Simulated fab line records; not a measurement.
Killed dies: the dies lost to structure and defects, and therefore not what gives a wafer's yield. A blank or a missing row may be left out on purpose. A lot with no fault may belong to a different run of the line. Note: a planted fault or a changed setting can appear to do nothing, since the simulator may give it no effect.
Which of the tools did it? | flow gf180mcu | 15 lots with 45 wafers sampled at 4 steps, on a route of 602 steps

## WHAT THE GAUGES READ, wafer by wafer
GF_V2_THK_MEAS_25: measures by xrf.
lot  | measured     | on            | V2_W_THK (nm)
L291 | day 20 16:35 | film-metro-02 | 358 361 353
L292 | day 21 02:37 | film-metro-02 | 367 360 355
L293 | day 21 20:40 | film-metro-04 | 343 345 345
L294 | day 22 02:58 | film-metro-01 | 360 356 360
L296 | day 22 18:50 | film-metro-02 | 368 360 366
L297 | day 22 23:13 | film-metro-04 | 348 355 348
L299 | day 23 17:53 | film-metro-04 | 349 350 350
L303 | day 25 01:56 | film-metro-02 | 361 363 363
L304 | day 25 09:31 | film-metro-01 | 357 355 353
L305 | day 25 19:34 | film-metro-01 | 352 354 353
L309 | day 27 01:27 | film-metro-02 | 360 363 362
L310 | day 27 03:32 | film-metro-04 | 349 341 348
L311 | day 27 13:08 | film-metro-01 | 355 352 355
L312 | day 27 15:00 | film-metro-04 | 352 350 348
L313 | day 27 21:31 | film-metro-01 | 356 356 351

GF_M3_OVL_MEAS_15.
lot  | measured     | on         | M3_OVL (nm)
L291 | day 21 16:54 | overlay-01 | -10 4 1
L292 | day 22 02:59 | overlay-02 | -4 6 -4
L293 | day 22 20:23 | overlay-02 | -8 -5 -7
L294 | day 23 02:29 | overlay-02 | -2 1 -4
L296 | day 23 18:09 | overlay-02 | 5 0 7
L297 | day 23 22:16 | overlay-01 | -8 -5 -1
L299 | day 24 16:44 | overlay-01 | 2 10 1
L303 | day 25 23:45 | overlay-02 | - - -
L304 | day 26 07:05 | overlay-01 | - - -
L305 | day 26 17:28 | overlay-01 | - - -
L309 | day 27 21:47 | overlay-02 | -7 -6 -11
L310 | day 27 23:59 | overlay-02 | 0 0 1
L311 | day 28 09:17 | overlay-02 | 8 -1 11
L312 | day 28 11:19 | overlay-02 | -5 -7 -1
L313 | day 28 17:58 | overlay-01 | 3 -3 -2

## WHICH TOOL RAN EACH LOT (tool, then ch and the chambers of the sampled wafers, then the start)
lot  | GF_V2_ETCH_17                                 | GF_M3_PEB_12
L291 | rie-diel-01 ch 1,3, day 20 16:35 or earlier   | litho-track-04 ch 0, day 21 16:28
L292 | rie-diel-03 ch 1,3, day 21 02:37 or earlier   | litho-track-02 ch 0, day 22 02:31
L293 | rie-diel-04 ch 0,3, day 21 20:40 or earlier   | litho-track-02 ch 0, day 22 19:55
L294 | rie-diel-03 ch 0,3, day 22 02:58 or earlier   | litho-track-04 ch 0, day 23 02:01
L296 | rie-diel-04 ch 0,2, day 22 18:50 or earlier   | litho-track-02 ch 0, day 23 17:44
L297 | rie-diel-01 ch 1,3, day 22 23:13 or earlier   | litho-track-03 ch 0, day 23 21:47
L299 | rie-diel-04 ch 0,1, day 23 17:53 or earlier   | litho-track-02 ch 0, day 24 16:16
L303 | rie-diel-04 ch 1,2, day 25 01:56 or earlier   | litho-track-02, day 25 23:18
L304 | rie-diel-03 ch 0,3, day 25 09:31 or earlier   | litho-track-02, day 26 06:37
L305 | rie-diel-04 ch 0,3, day 25 19:34 or earlier   | litho-track-03, day 26 16:59
L309 | rie-diel-04 ch 2,3, day 27 01:27 or earlier   | litho-track-04 ch 0, day 27 21:19
L310 | rie-diel-01 ch 0,1,2, day 27 03:32 or earlier | litho-track-02 ch 0, day 27 23:31
L311 | rie-diel-04 ch 1,2,3, day 27 13:08 or earlier | litho-track-04 ch 0, day 28 08:49
L312 | rie-diel-01 ch 0,1,2, day 27 15:00 or earlier | litho-track-03 ch 0, day 28 10:50
L313 | rie-diel-01 ch 0,2,3, day 27 21:31 or earlier | litho-track-04 ch 0, day 28 17:34
- GF_V2_ETCH_17: etches SiO2 in C4F8/O2/Ar, stops on TiN, target depth 630 nm.
- GF_M3_PEB_12: peb time 90 s.

## AS READ BY THE TOOLS THEMSELVES (means over the sampled wafers that have a number; for cases with no such wafer, the mark the record gives instead)
GF_V2_ETCH_17.
lot  | tool        | oes-product-au (a.u.)
L291 | rie-diel-01 | 0.859
L292 | rie-diel-03 | 0.853
L293 | rie-diel-04 | 0.856
L294 | rie-diel-03 | 0.859
L296 | rie-diel-04 | 0.859
L297 | rie-diel-01 | 0.855
L299 | rie-diel-04 | 0.853
L303 | rie-diel-04 | 0.858
L304 | rie-diel-03 | 0.859
L305 | rie-diel-04 | 0.852
L309 | rie-diel-04 | 0.858
L310 | rie-diel-01 | 0.857
L311 | rie-diel-04 | 0.855
L312 | rie-diel-01 | 0.858
L313 | rie-diel-01 | 0.859

GF_M3_PEB_12.
lot  | tool           | chill-plate-temp-C (C) | exhaust-pa (Pa)
L291 | litho-track-04 | 22.96                  | 45.4
L292 | litho-track-02 | 23.07                  | 45.5
L293 | litho-track-02 | 23.01                  | 46.4
L294 | litho-track-04 | 22.95                  | 44.4
L296 | litho-track-02 | 23.22                  | 44.8
L297 | litho-track-03 | 22.99                  | 45.1
L299 | litho-track-02 | 22.82                  | 44.6
L303 | litho-track-02 | -                      | -
L304 | litho-track-02 | -                      | -
L305 | litho-track-03 | -                      | -
L309 | litho-track-04 | 22.91                  | 44.9
L310 | litho-track-02 | 23.03                  | 44.9
L311 | litho-track-04 | 22.97                  | 44.8
L312 | litho-track-03 | 23.01                  | 44.7
L313 | litho-track-04 | 22.97                  | 43.5

## THE ANSWER, worked out from the rows above alone
Rule: the usual values come from the lots themselves. The widest of any qualifying gaps counts: lots, ordered by their means at a reading, are off when they make up no more than a third of the lots, leave a main group of 4 or more, and stand apart from it by 3 or more times the standard deviation of that group's means. Not used: any main group whose means are identical at the precision the tables above print for the reading. Also off: a lot with no number at a reading for which 4 or more lots have one. Where the step has rows for the other lots, those lots are counted as sound. Order of review: gauges by route order, followed by the tools' own readings, for which a lot's mean as printed above is used. At the first step where some lot is off, the reading lying furthest off is the one used; lots without a number count as furthest.
Off: at GF_M3_OVL_MEAS_15 (M3_OVL), L303, L304, L305. Without a number there: L303, L304, L305. Mean -1 nm and standard deviation 4.2 in the main group.
If a tool, at a process step before that reading, ran all the lots that are off and no sound lot after the first of them, it fits. The gauges at GF_M3_OVL_MEAS_15 aren't tried: what is off there is off at GF_M3_PEB_12 too, on other tools, and a gauge's error can't cause that. GF_V2_ETCH_17: start missing for some lots; hours and lot order therefore follow GF_V2_THK_MEAS_25. None of those tried fits.

## WHAT THE SIMULATOR HAD INSERTED
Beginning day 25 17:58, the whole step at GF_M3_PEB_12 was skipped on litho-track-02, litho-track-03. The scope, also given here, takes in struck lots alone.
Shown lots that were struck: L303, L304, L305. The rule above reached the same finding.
